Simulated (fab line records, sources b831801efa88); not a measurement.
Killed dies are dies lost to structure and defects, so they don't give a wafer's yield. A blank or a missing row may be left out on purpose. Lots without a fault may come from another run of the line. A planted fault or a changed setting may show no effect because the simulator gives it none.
One fault seen from 2 desks | flow sky130 | each desk has only its own numbers; what lay behind them comes last

THE METROLOGY DESK
What the gauges read, lot by lot, whatever tool the lot ran on: means of the sampled wafers that have a number. A lot is out of limits, marked OUT, if its mean lies more than 4 standard deviations from the usual mean; the brackets give that distance.
Columns: A = CONTACT_W_RS at SKY_CONTACT_RS_MEAS_25, usual 0.335 ohm/sq; B = CONTACT_W_THK at SKY_CONTACT_THK_MEAS_26, usual 347 nm
lot  | first seen here | A     | B
L325 | day 32 21:55    | 0.337 | 346
L327 | day 33 14:39    | 0.335 | 340
L331 | day 34 22:47    | 0.341 | 347
L335 | day 36 03:55    | 0.338 | 339
L337 | day 36 14:08    | 0.339 | 339
L345 | day 39 04:49    | 0.334 | 344
This desk's finding: nothing out of limits on any of the 6 lots.

THE TOOL OWNER'S DESK: pvd_sputter-04
The tool's own readings at SKY_METAL1_SPUTTER_01 (material TiN, target thk 20 nm, time 16.7 s): means of the sampled wafers that have a number, for each lot that ran on this tool. A lot is out of limits, marked OUT, if its mean lies more than 4 standard deviations from the usual mean; the brackets give that distance.
Columns: A = cathode_dc_power_W at SKY_METAL1_SPUTTER_01, usual 6500.0 W; B = chamber_pressure_pa at SKY_METAL1_SPUTTER_01, usual 0.4001 Pa; C = throttle_valve_pct at SKY_METAL1_SPUTTER_01, usual 29.8 %
lot  | first seen here | A                        | B      | C
L327 | day 33 15:07    | 6500.1                   | 0.4002 | 29.8
L331 | day 34 23:17    | 7012.7 (+99 or more) OUT | 0.4002 | 29.4
L335 | day 36 04:21    | 7525.8 (+99 or more) OUT | 0.4005 | 29.4
L345 | day 39 05:17    | 6501.0                   | 0.4002 | 29.9
This desk's finding: out of limits on L331, L335; first on L331, day 34 23:17 (cathode_dc_power_W at SKY_METAL1_SPUTTER_01). In limits: L327, L345.

PUT TOGETHER
The tool owner's desk could have raised an alarm at day 34 23:17, on L331, L335.
The metrology desk saw nothing out of limits.
The metrology desk has L331, L335 on record, within its limits.
Of the lots named, all ran SKY_METAL1_SPUTTER_01 on pvd_sputter-04.

WHAT THE SIMULATOR HAD PUT IN
Process parameter drift: pvd_sputter-04, from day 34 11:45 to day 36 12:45, at SKY_METAL1_SPUTTER_01. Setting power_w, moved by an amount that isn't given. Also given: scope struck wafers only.
Lots struck among those shown: L331, L335.
Hours from the fault's start to each desk's first reading out of limits: the tool owner's desk, 12.
